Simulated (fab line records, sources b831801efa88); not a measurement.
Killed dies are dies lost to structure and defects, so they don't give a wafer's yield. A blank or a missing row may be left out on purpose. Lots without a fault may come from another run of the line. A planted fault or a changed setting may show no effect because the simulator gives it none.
Chamber matching | flow gf180mcu | GF_STI_CVD_23 on hdpcvd-01: 3 sister chambers
The step deposits SiO2, target thk 650 nm, time 108.3 s. 6 wafers are shown with their chamber, then 7 later ones without.

WAFERS WITH THEIR CHAMBER
wafer  | chamber | pressure_mtorr (mTorr) | run_length_s (s)
L829.6 | 2       | 5.987                  | 136.0
L830.2 | 2       | 6.017                  | 137.0
L842.3 | 1       | 6.007                  | 136.6
L842.4 | 0       | 5.995                  | 136.7
L843.1 | 0       | 6.004                  | 136.5
L843.2 | 1       | 5.982                  | 136.0

WAFERS WITHOUT THEIR CHAMBER
wafer  | pressure_mtorr (mTorr) | run_length_s (s)
L843.4 | 5.998                  | 136.4
L847.2 | 5.995                  | 136.0
L847.4 | 5.986                  | 136.0
L847.6 | 6.000                  | 136.2
L849.1 | 6.006                  | 136.2
L849.4 | 6.014                  | 136.6
L849.5 | 6.030                  | 136.1

WHICH CHAMBER EACH WENT THROUGH
wafer  | from the rows above          | in truth
L843.4 | can't be placed: 1 or 2 or 0 | 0
L847.2 | can't be placed: 1 or 2 or 0 | 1
L847.4 | can't be placed: 1 or 2 or 0 | 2
L847.6 | can't be placed: 1 or 2 or 0 | 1
L849.1 | can't be placed: 2 or 1 or 0 | 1
L849.4 | can't be placed: 2 or 0 or 1 | 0
L849.5 | can't be placed: 2 or 0 or 1 | 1
Placed correctly: 0 of 7. Can't be placed from these rows: 7 (the true chamber is among the candidates in 7). Placed wrongly: 0.
How it was worked out, from the rows above alone: a wafer's distance from a chamber is the root of the sum, over the readings, of the square of ((its reading less the chamber's mean) divided by the reading's scatter). The wafer belongs to the nearest chamber; if the next one is less than 2 further off, it can't be placed. A chamber's mean is the mean of its shown wafers. The scatter: the root of (the sum of the squares of (reading less its chamber's mean) over the shown wafers, divided by (wafers less chambers)).
